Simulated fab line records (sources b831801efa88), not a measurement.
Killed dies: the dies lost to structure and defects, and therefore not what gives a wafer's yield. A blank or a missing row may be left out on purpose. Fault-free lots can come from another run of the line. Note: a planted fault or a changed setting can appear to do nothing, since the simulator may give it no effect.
Chamber matching ; flow gf180mcu ; 4 sister chambers for GF_CONTACT_CMP_27 on cmp-02
The step polishes, stops on SiO2, t overpolish 15 s, target thk 0 nm. 4 wafers are shown with their chamber, then 7 later ones without.

== WAFERS PAIRED WITH THEIR CHAMBERS ==
wafer;chamber;motor-current-A (A)
L103.1;2;11.7
L110.3;0;9.5
L114.2;1;11.4
L114.3;3;9.6

== WAFERS WITH NO CHAMBER GIVEN ==
wafer;motor-current-A (A)
L114.6;9.3
L118.2;11.9
L118.5;11.5
L118.6;10.6
L119.1;9.4
L119.2;11.2
L119.3;12.2

== CHAMBER TAKEN BY EACH ==
wafer;from the rows above;in truth
L114.6;can't be placed: 0 or 3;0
L118.2;can't be placed: 2 or 1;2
L118.5;can't be placed: 1 or 2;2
L118.6;can't be placed: 1 or 3 or 0 or 2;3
L119.1;can't be placed: 0 or 3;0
L119.2;can't be placed: 1 or 2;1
L119.3;can't be placed: 2 or 1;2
Placed correctly: 0 of 7. These rows do not allow placing 7 (true chamber among the candidates in 7). 0 placed wrongly.
How it was worked out, from the rows above alone: a wafer's distance from a chamber is the root of the sum, over the readings, of the square of ((its reading less the chamber's mean) divided by the reading's scatter). If the next closest chamber is less than 2 further off than the closest, the wafer can't be placed; otherwise it belongs to the closest. The mean given for a chamber averages the wafers shown for that chamber. The scatter: root of mean squared gap, hidden wafer to nearest shown wafer, with one shown wafer a chamber.
